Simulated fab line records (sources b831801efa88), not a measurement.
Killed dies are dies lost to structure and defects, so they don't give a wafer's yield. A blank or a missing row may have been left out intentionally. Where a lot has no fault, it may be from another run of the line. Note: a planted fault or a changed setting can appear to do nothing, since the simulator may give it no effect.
Shared-tool check | flow sky130 | Sample size 12 lots and 36 wafers

== WHY IT WAS OPENED ==
SKY_GATE_OXIDE_THK_MEAS_02, reading GATE_OXIDE_OXIDATION_00_THK: flagged on 2 of 12 lots. Fault-free wafers read 10.36 nm, with a standard deviation of 0.18.
Rule: a lot is flagged in two cases, either no wafer of it has a number, or all its wafers with numbers fall more than 4 standard deviations from that mean. All remaining lots are regarded as sound.

lot  | measured     | on            | GATE_OXIDE_OXIDATION_00_THK (nm), wafer by wafer | flag
L153 | day 14 02:13 | film metro-04 | 10.21 10.27 10.13                                |
L155 | day 14 10:23 | film metro-01 | 10.36 10.41 10.24                                |
L156 | day 14 10:23 | film metro-03 | 10.30 10.19 10.26                                |
L158 | day 15 08:59 | film metro-03 | 10.17 10.23 10.31                                |
L157 | day 15 10:23 | film metro-04 | 16.28 16.19 16.33                                | FLAGGED
L165 | day 17 14:02 | film metro-01 | 16.81 16.95 16.97                                | FLAGGED
L167 | day 18 16:11 | film metro-03 | 10.63 10.51 10.61                                |
L169 | day 19 05:11 | film metro-03 | 10.51 10.44 10.42                                |
L170 | day 19 13:50 | film metro-04 | 10.41 10.19 10.22                                |
L171 | day 19 16:55 | film metro-03 | 10.71 10.78 10.38                                |
L173 | day 20 12:47 | film metro-01 | 10.60 10.44 10.61                                |
L175 | day 21 09:52 | film metro-03 | 10.46 10.43 10.59                                |
Average over the flagged lots: 16.59 nm; offset from the usual +6.23 nm, equal to +35 standard deviations.

== TOOL THAT RAN EACH LOT ==
Before the reading, the record contains 2 process steps out of a 708-step route. Every cell lists first the tool, next ch and the chambers used by the sampled wafers, and last the start.
lot  | flag    | SKY_SONOS_ONO_STRIP_17               | SKY_GATE_OXIDE_OXIDATION_01
L153 |         | plasma asher-01 ch 0,1, day 13 20:35 | furnace-02 ch 0, day 14 00:49
L155 |         | plasma asher-03 ch 0,1, day 14 06:12 | furnace-01 ch 0, day 14 08:58
L156 |         | plasma asher-01 ch 0,1, day 14 06:43 | furnace-01 ch 0, day 14 08:58
L158 |         | plasma asher-01 ch 0,1, day 15 07:22 | furnace-02 ch 0, day 15 07:34
L157 | FLAGGED | plasma asher-04 ch 0,1, day 15 07:08 | furnace-01 ch 0, day 15 07:20 and furnace-02 ch 0, day 15 08:59
L165 | FLAGGED | plasma asher-01 ch 0,1, day 17 10:13 | furnace-02 ch 0, day 17 10:53 and furnace-01 ch 0, day 17 12:38
L167 |         | plasma asher-03 ch 0,1, day 18 14:19 | furnace-01 ch 0, day 18 14:45
L169 |         | plasma asher-03 ch 0,1, day 19 03:35 | furnace-01 ch 0, day 19 03:47
L170 |         | plasma asher-04 ch 0,1, day 19 12:13 | furnace-01 ch 0, day 19 12:25
L171 |         | plasma asher-01 ch 0,1, day 19 15:19 | furnace-01 ch 0, day 19 15:31
L173 |         | plasma asher-01 ch 0,1, day 20 10:49 | furnace-01 ch 0, day 20 11:23
L175 |         | plasma asher-03 ch 0, day 21 06:01   | furnace-01 ch 0, day 21 08:27
What is done by these steps:
- SKY_SONOS_ONO_STRIP_17: strips in O2/N2.
- SKY_GATE_OXIDE_OXIDATION_01: stabilise 600 s, purge 300 s, target thk 10.268 nm.
- SKY_GATE_OXIDE_THK_MEAS_02

== FLAGGED OVER TOTAL, TOOL BY TOOL (the gauges that took the reading come last) ==
step                        | tool            | lots run | flagged | share of the flagged lots | sound lots run after its first flagged lot
SKY_SONOS_ONO_STRIP_17      | plasma asher-01 | 6        | 1       | some                      | 2 (L171,L173)
SKY_SONOS_ONO_STRIP_17      | plasma asher-03 | 4        | 0       | none                      | -
SKY_SONOS_ONO_STRIP_17      | plasma asher-04 | 2        | 1       | some                      | 1 (L170)
SKY_GATE_OXIDE_OXIDATION_01 | furnace-01      | 10       | 2       | all                       | 6 (L167,L169,L170,L171,L173,L175)
SKY_GATE_OXIDE_OXIDATION_01 | furnace-02      | 4        | 2       | all                       | 0
SKY_GATE_OXIDE_THK_MEAS_02  | film metro-01   | 3        | 1       | some                      | 1 (L173)
SKY_GATE_OXIDE_THK_MEAS_02  | film metro-03   | 6        | 0       | none                      | -
SKY_GATE_OXIDE_THK_MEAS_02  | film metro-04   | 3        | 1       | some                      | 1 (L170)

== WHAT IS ALLOWED BY THE TABLE ==
Every flagged lot went through 2 rows of the table: furnace-01 at SKY_GATE_OXIDE_OXIDATION_01 and furnace-02 at SKY_GATE_OXIDE_OXIDATION_01.
- furnace-01 at SKY_GATE_OXIDE_OXIDATION_01 ran 10 lots, 2 of them flagged. Sound lots followed the first flagged one (L167, L169, L170, L171, L173, L175) on it, something a lasting fault affecting the whole tool could not allow.
- furnace-02 at SKY_GATE_OXIDE_OXIDATION_01 ran 4 lots, 2 of them flagged. Last sound lot L158 at day 15 07:34, first flagged lot L157 at day 15 08:59; a fault beginning in between fits.
What remains is a single tool, furnace-02 at SKY_GATE_OXIDE_OXIDATION_01.

== WHAT HAD BEEN PUT IN BY THE SIMULATOR ==
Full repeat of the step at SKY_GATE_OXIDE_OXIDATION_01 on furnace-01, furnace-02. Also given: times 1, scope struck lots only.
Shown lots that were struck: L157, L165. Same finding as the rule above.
